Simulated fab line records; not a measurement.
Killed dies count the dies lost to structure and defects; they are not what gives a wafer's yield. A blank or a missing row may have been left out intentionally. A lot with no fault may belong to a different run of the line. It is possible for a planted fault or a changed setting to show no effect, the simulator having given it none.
Which tool did it?	flow sky130	12 lots, 35 wafers sampled, at 5 steps of a route of 708

== WHAT THE GAUGES READ, wafer by wafer ==
SKY_CONTACT_THK_MEAS_26: measures by xrf.
lot	measured	on	CONTACT_W_THK (nm)
L708	day 33 03:40	film_metro-02	352 364 350
L709	day 33 14:53	film_metro-01	353 344 355
L711	day 33 23:59	film_metro-01	363 360 359
L712	day 34 10:10	film_metro-01	350 354 344
L713	day 34 15:43	film_metro-01	361 345
L714	day 35 00:08	film_metro-01	355 357 352
L721	day 37 13:06	film_metro-02	353 352 358
L723	day 38 11:02	film_metro-04	359 356 356
L725	day 38 21:08	film_metro-02	347 345 347
L728	day 39 07:47	film_metro-02	351 353 352
L729	day 39 14:34	film_metro-04	352 357 352
L731	day 39 22:47	film_metro-04	351 348 349

SKY_VIA3_THK_MEAS_01.
lot	measured	on	VIA3_HDPCVD_THK (nm)
L708	day 40 02:43	film_metro-03	1632 1646 1613
L709	day 40 14:28	film_metro-01	1638 1642 1651
L711	day 40 21:40	film_metro-01	1644 1630 1649
L712	day 41 05:52	film_metro-01	1138 1620 1642
L713	day 41 11:58	film_metro-02	1153 1125
L714	day 41 19:28	film_metro-03	1646 1635 1116
L721	day 44 02:29	film_metro-03	1655 1642 1637
L723	day 44 22:47	film_metro-03	1640 1646 1638
L725	day 45 10:22	film_metro-02	1626 1620 1621
L728	day 45 16:34	film_metro-01	1624 1647 1638
L729	day 45 21:40	film_metro-02	1632 1627 1633
L731	day 46 04:47	film_metro-02	1614 1634 1624

== TOOL THAT RAN EACH LOT (tool first, then ch and the chambers of the sampled wafers, then the start) ==
lot	SKY_METAL2_SPUTTER_04	SKY_VIA2_CMP_24	SKY_VIA3_HDPCVD_00
L708	pvd_sputter-04, day 35 13:18	cmp-02 ch 0,1, day 37 20:23	hdpcvd-02 ch 0,1, day 40 02:34
L709	pvd_sputter-02, day 36 01:25	cmp-01 ch 0,1,3, day 38 09:31	hdpcvd-02 ch 0,2, day 40 14:17
L711	pvd_sputter-02, day 36 09:16	cmp-02 ch 1,2, day 38 17:21	hdpcvd-02 ch 0,2, day 40 21:29
L712	pvd_sputter-02, day 36 18:07	cmp-01 ch 1,2, day 39 01:05	hdpcvd-02 ch 0,1,2, day 41 05:42
L713	pvd_sputter-03, day 37 00:58	cmp-02 ch 1,3, day 39 07:26	hdpcvd-02 ch 1, day 41 11:47
L714	pvd_sputter-03, day 37 09:12	cmp-01 ch 0,1,2, day 39 16:02	hdpcvd-02 ch 1,2, day 41 19:17
L721	pvd_sputter-02, day 39 19:50	cmp-02 ch 1,2, day 42 01:04	hdpcvd-02 ch 0,1, day 44 02:18
L723	pvd_sputter-03, day 40 17:53	cmp-01 ch 0,1, day 42 21:32	hdpcvd-01 ch 1,2, day 44 22:37
L725	pvd_sputter-02, day 41 03:17	cmp-01 ch 1,2,3, day 43 09:04	hdpcvd-01 ch 0,1, day 45 10:11
L728	pvd_sputter-03, day 41 13:26	cmp-02 ch 0,1,2, day 43 16:14	hdpcvd-02 ch 0,1,2, day 45 16:23
L729	pvd_sputter-02, day 41 19:37	cmp-01 ch 2,3, day 43 21:20	hdpcvd-01 ch 0,1,2, day 45 21:32
L731	pvd_sputter-04, day 42 03:11	cmp-01 ch 0,2, day 44 04:41	hdpcvd-02 ch 0,1, day 46 04:36
- SKY_METAL2_SPUTTER_04: material TiN, target thk 70 nm, time 58.3 s.
- SKY_VIA2_CMP_24: polishes, stops on SiO2, t overpolish 20 s, target thk 0 nm.
- SKY_VIA3_HDPCVD_00: deposits SiO2, target thk 1635 nm, time 272.5 s.

== AS READ BY THE TOOLS THEMSELVES (means over the sampled wafers that have a number; for cases with no such wafer, the mark the record gives instead) ==
SKY_METAL2_SPUTTER_04.
lot	tool	cathode_dc_power_W (W)	throttle_valve_pct (%)
L708	pvd_sputter-04	6499.8	29.5
L709	pvd_sputter-02	6499.7	29.2
L711	pvd_sputter-02	6500.4	29.5
L712	pvd_sputter-02	6501.0	29.6
L713	pvd_sputter-03	6499.2	29.0
L714	pvd_sputter-03	6499.9	28.7
L721	pvd_sputter-02	6499.6	29.8
L723	pvd_sputter-03	6499.5	29.4
L725	pvd_sputter-02	6499.4	28.7
L728	pvd_sputter-03	6500.0	28.7
L729	pvd_sputter-02	6500.6	29.5
L731	pvd_sputter-04	6500.1	30.3

SKY_VIA2_CMP_24.
lot	tool	head_pressure_psi (psi)	motor_current_A (A)	overpolish_run_s (s)	time_to_endpoint_s (s)
L708	cmp-02	3.498	12.1	20.001	102
L709	cmp-01	3.503	10.6	19.996	100
L711	cmp-02	3.502	11.5	20.008	100
L712	cmp-01	3.506	10.3	19.997	100
L713	cmp-02	3.498	13.0	19.998	106
L714	cmp-01	3.495	10.7	19.998	96
L721	cmp-02	3.501	11.4	19.990	98
L723	cmp-01	3.487	10.6	19.998	98
L725	cmp-01	3.499	10.6	19.996	100
L728	cmp-02	3.501	11.5	20.007	100
L729	cmp-01	3.503	10.1	20.002	106
L731	cmp-01	3.500	10.6	19.996	99

SKY_VIA3_HDPCVD_00.
lot	tool	run_length_s (s)	susceptor_temp_C (C)
L708	hdpcvd-02	300.5	399.94
L709	hdpcvd-02	300.9	399.72
L711	hdpcvd-02	300.8	400.17
L712	hdpcvd-02	272.5	399.80
L713	hdpcvd-02	215.5	-
L714	hdpcvd-02	272.9	400.13
L721	hdpcvd-02	300.5	400.17
L723	hdpcvd-01	300.4	400.05
L725	hdpcvd-01	300.6	400.03
L728	hdpcvd-02	300.5	400.19
L729	hdpcvd-01	300.3	400.21
L731	hdpcvd-02	300.5	399.93

== THE ANSWER, worked out from the rows above alone ==
Rule: usual is defined by the lots themselves. Put in order of their means at a reading, lots are off if they are a third of the lots or fewer, leave a main group of 4 or more, and stand apart from it by a gap of 3 or more times the standard deviation of the main group's means; of several such gaps the widest counts. The tables above print the reading to a certain number of digits; a main group whose means all agree to those digits is not used. Also off: a lot with no number at a reading for which 4 or more lots have one. Where the step has rows for the other lots, those lots are counted as sound. The gauges are gone through in route order, then the tools' own readings, and for those a lot's mean is taken as printed above. The first step at which some lot is off is used, and at that step the reading that is off furthest; a lot without a number counts as furthest.
Off: at SKY_VIA3_THK_MEAS_01 (VIA3_HDPCVD_THK), L712, L713, L714. Main group: mean 1635 nm, sd 7.9.
If a tool, at a process step before that reading, ran all the lots that are off and no sound lot after the first of them, it fits. Not tried: the gauges at SKY_VIA3_THK_MEAS_01; whatever is off there is also off at SKY_VIA3_HDPCVD_00, on other tools, and gauge error can't account for it. Not one of the candidates tried fits.

== WHAT THE SIMULATOR HAD INSERTED ==
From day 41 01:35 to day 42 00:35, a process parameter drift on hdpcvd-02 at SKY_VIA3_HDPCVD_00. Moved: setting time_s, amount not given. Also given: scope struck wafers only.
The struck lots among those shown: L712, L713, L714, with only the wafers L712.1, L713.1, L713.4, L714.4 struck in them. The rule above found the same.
